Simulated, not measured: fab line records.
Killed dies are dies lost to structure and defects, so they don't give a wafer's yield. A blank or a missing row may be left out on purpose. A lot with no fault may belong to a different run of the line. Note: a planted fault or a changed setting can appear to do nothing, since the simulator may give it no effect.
Struck lot and sound lot, side by side -- flow sky130 -- 14 out of 708 route steps
Sound: wafers L179.1, L179.5, L179.6. The struck wafers were L183.1, L183.2, L183.6. The cause is given at the end.
Order at every step that has rows: each side's tool, ch and its chambers, its first start. Under that, the readings that differ: sound wafers -- struck wafers -- difference of the means -- sigmas: that difference in standard deviations of wafers without a fault.
alike: readings whose means differ by less than 2 such deviations, and words and numbers that are the same on both sides. not compared: withheld readings, readings that some wafer has no value for, bounds like >300 that may hide the same value, and numbers for which the record gives no deviation and whose values overlap.
Wherever a step has rows on one side only, a row that says differs or no value, or a row with sigmas, the two part there. Numbers that don't overlap but have no deviation are shown without sigmas and don't part them. A reading missing from all wafers of one side parts the sides only when that side holds two or more wafers.

SKY_METAL3_SPUTTER_02: material AlCu, target thk 735 nm, time 39.1 s.
  struck on pvd-sputter-03, day 39 16:43; sound on pvd-sputter-03, day 38 11:20
  alike: throttle-valve-pct
SKY_METAL3_SPUTTER_03: material Ti, target thk 5 nm, time 3.3 s.
  struck on pvd-sputter-03, day 39 16:44; sound on pvd-sputter-03, day 38 11:23
  alike: throttle-valve-pct
SKY_METAL3_SPUTTER_04: material TiN, target thk 70 nm, time 58.3 s.
  struck on pvd-sputter-03, day 39 16:46; sound on pvd-sputter-03, day 38 11:24
  alike: throttle-valve-pct
SKY_CAPM_CVD_00: deposits SiO2, target thk 15.5 nm.
  sound on pecvd-03 ch 0,1, day 38 11:27; struck on pecvd-03 ch 1,2, day 39 16:49
  alike: heater-power-w
SKY_CAPM_THK_MEAS_01:
  struck on film-metro-04, day 39 16:50; sound on film-metro-02, day 38 11:28
  alike: CAPM_CVD_00_THK
SKY_CAPM_SPUTTER_02: material TiN, target thk 200 nm, time 166.7 s.
  struck on pvd-sputter-01, day 39 16:53; sound on pvd-sputter-02, day 38 11:32
  alike: throttle-valve-pct
SKY_CAPM_RS_MEAS_03: measurement is done with a four-point probe.
  struck on film-metro-01, day 39 17:00; sound on film-metro-01, day 38 11:38
  alike: CAPM_TIN_RS
SKY_CAPM_THK_MEAS_04: measures by xrf.
  struck on film-metro-01, day 39 17:07; sound on film-metro-01, day 38 11:46
  alike: CAPM_TIN_THK
then, 4 steps without rows for these wafers: SKY_CAPM_DEHYDRATE_05 (time 60 s); SKY_CAPM_HMDS_06 (prime time 60 s); SKY_CAPM_COAT_07 (resist thk 1140 nm); SKY_CAPM_SOFTBAKE_08 (time 60 s).
SKY_CAPM_EXPOSE_09: exposes mask CAPM, target cd 1000 nm.
  sound on iline-stepper-02 ch 0, day 38 23:58; struck on iline-stepper-02, day 40 05:59
  no value came back on the struck wafers for exposure-dose-mJ-cm2, focus-offset-nm (nm); on the sound wafers exposure-dose-mJ-cm2 reads 159.05 158.92 159.03
  alike: mask
next, for these wafers, 1 step has no rows: SKY_CAPM_PEB_10.

## WHERE THEY PART
Only at SKY_CAPM_EXPOSE_09, within this record.

WHY: what the simulator had put in
Step skipped in full: iline-stepper-02, at SKY_CAPM_EXPOSE_09, from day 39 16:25 onward. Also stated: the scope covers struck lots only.
